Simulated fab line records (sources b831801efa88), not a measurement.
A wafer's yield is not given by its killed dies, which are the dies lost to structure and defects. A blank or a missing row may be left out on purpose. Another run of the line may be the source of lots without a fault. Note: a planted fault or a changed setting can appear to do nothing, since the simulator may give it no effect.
Chamber matching || flow sky130 || rie si-02 running SKY_FIELD_ISO_ETCH_17: 4 sister chambers
The step etches Si in HBr/Cl2/O2, target depth 342 nm, time 97.7 s. 18 wafers are shown with their chamber, then 9 later ones without.

## WAFERS PAIRED WITH THEIR CHAMBERS
{"wafer": "L550.3", "chamber": 2, "drypump motor current A (A)": 5.2, "throttle valve pct (%)": 25.632, "oes product au (a.u.)": 1.011}
{"wafer": "L550.4", "chamber": 3, "drypump motor current A (A)": 6.6, "throttle valve pct (%)": 25.661, "oes product au (a.u.)": 1.010}
{"wafer": "L550.5", "chamber": 3, "drypump motor current A (A)": 6.6, "throttle valve pct (%)": 25.626, "oes product au (a.u.)": 1.014}
{"wafer": "L551.1", "chamber": 0, "drypump motor current A (A)": 6.0, "throttle valve pct (%)": 25.642, "oes product au (a.u.)": 1.004}
{"wafer": "L551.5", "chamber": 0, "drypump motor current A (A)": 6.0, "throttle valve pct (%)": 25.656, "oes product au (a.u.)": 1.003}
{"wafer": "L551.6", "chamber": 1, "drypump motor current A (A)": 5.6, "throttle valve pct (%)": 25.640, "oes product au (a.u.)": 1.009}
{"wafer": "L552.1", "chamber": 1, "drypump motor current A (A)": 5.6, "throttle valve pct (%)": 25.645, "oes product au (a.u.)": 1.019}
{"wafer": "L552.4", "chamber": 0, "drypump motor current A (A)": 5.9, "throttle valve pct (%)": 25.650, "oes product au (a.u.)": 1.002}
{"wafer": "L552.6", "chamber": 3, "drypump motor current A (A)": 6.6, "throttle valve pct (%)": 25.653, "oes product au (a.u.)": 1.001}
{"wafer": "L553.1", "chamber": 0, "drypump motor current A (A)": 6.0, "throttle valve pct (%)": 25.646, "oes product au (a.u.)": 1.006}
{"wafer": "L553.2", "chamber": 3, "drypump motor current A (A)": 6.6, "throttle valve pct (%)": 25.620, "oes product au (a.u.)": 1.005}
{"wafer": "L553.3", "chamber": 2, "drypump motor current A (A)": 5.2, "throttle valve pct (%)": 25.643, "oes product au (a.u.)": 0.999}
{"wafer": "L561.3", "chamber": 0, "drypump motor current A (A)": 6.0, "throttle valve pct (%)": 25.644, "oes product au (a.u.)": 1.009}
{"wafer": "L561.4", "chamber": 1, "drypump motor current A (A)": 5.6, "throttle valve pct (%)": 25.647, "oes product au (a.u.)": 1.011}
{"wafer": "L561.6", "chamber": 1, "drypump motor current A (A)": 5.6, "throttle valve pct (%)": 25.640, "oes product au (a.u.)": 1.013}
{"wafer": "L563.1", "chamber": 2, "drypump motor current A (A)": 5.2, "throttle valve pct (%)": 25.629, "oes product au (a.u.)": 1.002}
{"wafer": "L563.4", "chamber": 1, "drypump motor current A (A)": 5.6, "throttle valve pct (%)": 25.641, "oes product au (a.u.)": 1.001}
{"wafer": "L563.5", "chamber": 0, "drypump motor current A (A)": 6.0, "throttle valve pct (%)": 25.656, "oes product au (a.u.)": 1.006}

SIGNATURES (averages over the wafers above)
{"reading": "drypump motor current A", "chamber 0": 5.983, "chamber 1": 5.600, "chamber 2": 5.200, "chamber 3": 6.600, "scatter within a chamber": 0.0244}
{"reading": "throttle valve pct", "chamber 0": 25.64900, "chamber 1": 25.64260, "chamber 2": 25.63467, "chamber 3": 25.64000, "scatter within a chamber": 0.0105}
{"reading": "oes product au", "chamber 0": 1.00500, "chamber 1": 1.01060, "chamber 2": 1.00400, "chamber 3": 1.00750, "scatter within a chamber": 0.0052}
Rule: a wafer lies at a distance from a chamber equal to the root of the sum of squares, over the readings, of (its reading less the chamber's mean, divided by the reading's scatter). The wafer belongs to the nearest chamber; if the next one is less than 2 further off, it can't be placed. The scatter: the root of (the sum of the squares of (reading less its chamber's mean) over the shown wafers, divided by (wafers less chambers)).

## WAFERS WHOSE CHAMBER IS MISSING
{"wafer": "L565.2", "drypump motor current A (A)": 5.6, "throttle valve pct (%)": 25.656, "oes product au (a.u.)": 1.017}
{"wafer": "L565.5", "drypump motor current A (A)": 6.0, "throttle valve pct (%)": 25.639, "oes product au (a.u.)": 1.005}
{"wafer": "L565.6", "drypump motor current A (A)": 6.7, "throttle valve pct (%)": 25.660, "oes product au (a.u.)": 1.013}
{"wafer": "L568.2", "drypump motor current A (A)": 5.2, "throttle valve pct (%)": 25.654, "oes product au (a.u.)": 0.997}
{"wafer": "L568.3", "drypump motor current A (A)": 5.6, "throttle valve pct (%)": 25.654, "oes product au (a.u.)": 1.013}
{"wafer": "L568.4", "drypump motor current A (A)": 5.2, "throttle valve pct (%)": 25.653, "oes product au (a.u.)": 1.003}
{"wafer": "L571.1", "drypump motor current A (A)": 6.6, "throttle valve pct (%)": 25.651, "oes product au (a.u.)": 1.021}
{"wafer": "L571.4", "drypump motor current A (A)": 6.0, "throttle valve pct (%)": 25.652, "oes product au (a.u.)": 1.013}
{"wafer": "L571.6", "drypump motor current A (A)": 5.6, "throttle valve pct (%)": 25.653, "oes product au (a.u.)": 1.010}

## EACH ONE'S CHAMBER
{"wafer": "L565.2", "from the rows above": 1, "in truth": 1}
{"wafer": "L565.5", "from the rows above": 0, "in truth": 0}
{"wafer": "L565.6", "from the rows above": 3, "in truth": 3}
{"wafer": "L568.2", "from the rows above": 2, "in truth": 2}
{"wafer": "L568.3", "from the rows above": 1, "in truth": 1}
{"wafer": "L568.4", "from the rows above": 2, "in truth": 2}
{"wafer": "L571.1", "from the rows above": 3, "in truth": 3}
{"wafer": "L571.4", "from the rows above": 0, "in truth": 0}
{"wafer": "L571.6", "from the rows above": 1, "in truth": 1}
Correct placement for 9 of the 9. From these rows, 0 cannot be placed. Number placed wrongly: 0.
